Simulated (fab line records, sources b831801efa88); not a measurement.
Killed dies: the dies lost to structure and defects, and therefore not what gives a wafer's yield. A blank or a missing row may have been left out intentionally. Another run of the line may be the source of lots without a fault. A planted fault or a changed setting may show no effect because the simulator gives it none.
Tool commonality check :: flow gf180mcu :: 12 lots and 39 wafers in the sample

## REASON IT WAS OPENED
GF_DNWELL_TW_MEAS_09, reading DNWELL_TW: flagged on 1 of 12 lots. No-fault wafers: 1351, standard deviation 11.
Rule: flag the lot when none of its wafers has a number, or when each of its wafers that has one lies beyond 4 standard deviations from that mean. The rest of the lots are taken to be sound.

lot: L138
measured: day 3 01:16
on: film_metro-01
DNWELL_TW, wafer by wafer: 1337 1338 1336
flag: 

lot: L141
measured: day 3 19:23
on: film_metro-03
DNWELL_TW, wafer by wafer: 31 31 31 31 31 31
flag: FLAGGED

lot: L146
measured: day 5 05:53
on: film_metro-01
DNWELL_TW, wafer by wafer: 1335 1336 1339
flag: 

lot: L149
measured: day 5 15:09
on: film_metro-02
DNWELL_TW, wafer by wafer: 1354 1352 1354
flag: 

lot: L152
measured: day 6 01:42
on: film_metro-03
DNWELL_TW, wafer by wafer: 1346 1357 1356
flag: 

lot: L151
measured: day 6 02:03
on: film_metro-01
DNWELL_TW, wafer by wafer: 1358 1359 1358
flag: 

lot: L155
measured: day 6 20:05
on: film_metro-02
DNWELL_TW, wafer by wafer: 1350 1346 1349
flag: 

lot: L154
measured: day 6 20:20
on: film_metro-01
DNWELL_TW, wafer by wafer: 1346 1349 1350
flag: 

lot: L156
measured: day 7 07:02
on: film_metro-01
DNWELL_TW, wafer by wafer: 1347 1347 1342
flag: 

lot: L157
measured: day 7 07:25
on: film_metro-02
DNWELL_TW, wafer by wafer: 1348 1340 1346
flag: 

lot: L159
measured: day 7 16:44
on: film_metro-03
DNWELL_TW, wafer by wafer: 1338 1337 1336
flag: 

lot: L160
measured: day 7 23:41
on: film_metro-03
DNWELL_TW, wafer by wafer: 1364 1362 1370
flag: 
Flagged lots average 31: -1320 relative to the usual, that is -99 or more standard deviations.

## TOOL THAT RAN EACH LOT
Before the reading, the record contains 2 process steps out of a 602-step route. In each cell: the tool, then ch and the chambers that the sampled wafers went through, then the start.
lot: L138
flag: 
GF_STI_STRIP_15: plasma_asher-01 ch 0,1, day 2 06:50
GF_DNWELL_EXPOSE_04: iline_stepper-01 ch 0, day 2 18:28

lot: L141
flag: FLAGGED
GF_STI_STRIP_15: plasma_asher-01 ch 0,1, day 2 23:39
GF_DNWELL_EXPOSE_04: iline_stepper-02 ch 0, day 3 13:14

lot: L146
flag: 
GF_STI_STRIP_15: plasma_asher-01 ch 0,1, day 4 01:24
GF_DNWELL_EXPOSE_04: iline_stepper-02 ch 0, day 4 23:21

lot: L149
flag: 
GF_STI_STRIP_15: plasma_asher-02 ch 0,1, day 4 16:36
GF_DNWELL_EXPOSE_04: iline_stepper-02 ch 0, day 5 08:04

lot: L152
flag: 
GF_STI_STRIP_15: plasma_asher-03 ch 0,1, day 5 06:59
GF_DNWELL_EXPOSE_04: iline_stepper-01 ch 0, day 5 18:35

lot: L151
flag: 
GF_STI_STRIP_15: plasma_asher-02 ch 0,1, day 5 07:02
GF_DNWELL_EXPOSE_04: iline_stepper-02 ch 0, day 5 18:50

lot: L155
flag: 
GF_STI_STRIP_15: plasma_asher-01 ch 0,1, day 5 23:32
GF_DNWELL_EXPOSE_04: iline_stepper-01 ch 0, day 6 12:14

lot: L154
flag: 
GF_STI_STRIP_15: plasma_asher-01 ch 0,1, day 5 21:48
GF_DNWELL_EXPOSE_04: iline_stepper-02 ch 0, day 6 12:28

lot: L156
flag: 
GF_STI_STRIP_15: plasma_asher-03 ch 0,1, day 6 05:12
GF_DNWELL_EXPOSE_04: iline_stepper-02 ch 0, day 6 23:40

lot: L157
flag: 
GF_STI_STRIP_15: plasma_asher-01 ch 0,1, day 6 08:06
GF_DNWELL_EXPOSE_04: iline_stepper-01 ch 0, day 7 00:07

lot: L159
flag: 
GF_STI_STRIP_15: plasma_asher-03 ch 0,1, day 6 20:44
GF_DNWELL_EXPOSE_04: iline_stepper-02 ch 0, day 7 08:34

lot: L160
flag: 
GF_STI_STRIP_15: plasma_asher-02 ch 0,1, day 7 02:47
GF_DNWELL_EXPOSE_04: iline_stepper-01 ch 0, day 7 15:40
These steps, and what they do:
- GF_STI_STRIP_15: strips in O2/N2.
- GF_DNWELL_EXPOSE_04: exposes mask DNWELL, target cd 1700 nm.
- GF_DNWELL_TW_MEAS_09

## FLAGGED AGAINST TOTAL, ONE TOOL AT A TIME (gauges that did the reading follow at the end)
step: GF_STI_STRIP_15
tool: plasma_asher-01
lots run: 6
flagged: 1
share of the flagged lots: all
sound lots run after its first flagged lot: 4 (L146,L154,L155,L157)

step: GF_STI_STRIP_15
tool: plasma_asher-02
lots run: 3
flagged: 0
share of the flagged lots: none
sound lots run after its first flagged lot: -

step: GF_STI_STRIP_15
tool: plasma_asher-03
lots run: 3
flagged: 0
share of the flagged lots: none
sound lots run after its first flagged lot: -

step: GF_DNWELL_EXPOSE_04
tool: iline_stepper-01
lots run: 5
flagged: 0
share of the flagged lots: none
sound lots run after its first flagged lot: -

step: GF_DNWELL_EXPOSE_04
tool: iline_stepper-02
lots run: 7
flagged: 1
share of the flagged lots: all
sound lots run after its first flagged lot: 6 (L146,L149,L151,L154,L156,L159)

step: GF_DNWELL_TW_MEAS_09
tool: film_metro-01
lots run: 5
flagged: 0
share of the flagged lots: none
sound lots run after its first flagged lot: -

step: GF_DNWELL_TW_MEAS_09
tool: film_metro-02
lots run: 3
flagged: 0
share of the flagged lots: none
sound lots run after its first flagged lot: -

step: GF_DNWELL_TW_MEAS_09
tool: film_metro-03
lots run: 4
flagged: 1
share of the flagged lots: all
sound lots run after its first flagged lot: 3 (L152,L159,L160)

## WHAT IS ALLOWED BY THE TABLE
Rows of the table that ran every flagged lot, 3 in all: plasma_asher-01 at GF_STI_STRIP_15, iline_stepper-02 at GF_DNWELL_EXPOSE_04, film_metro-03 at GF_DNWELL_TW_MEAS_09.
- plasma_asher-01 at GF_STI_STRIP_15: 1 of its 6 lots flagged. Sound lots ran on it after the first flagged one (L146, L154, L155, L157), which a lasting fault on the whole tool wouldn't allow.
- iline_stepper-02 at GF_DNWELL_EXPOSE_04: 1 of its 7 lots flagged. Sound lots ran on it after the first flagged one (L146, L149, L151, L154, L156, L159), which a lasting fault on the whole tool wouldn't allow.
- film_metro-03 at GF_DNWELL_TW_MEAS_09: 1 of its 4 lots flagged. Sound lots ran on it after the first flagged one (L152, L159, L160), which a lasting fault on the whole tool wouldn't allow.
Not one row of the table ran every flagged lot while running no sound lot after the first.

## WHAT HAD BEEN PUT IN BY THE SIMULATOR
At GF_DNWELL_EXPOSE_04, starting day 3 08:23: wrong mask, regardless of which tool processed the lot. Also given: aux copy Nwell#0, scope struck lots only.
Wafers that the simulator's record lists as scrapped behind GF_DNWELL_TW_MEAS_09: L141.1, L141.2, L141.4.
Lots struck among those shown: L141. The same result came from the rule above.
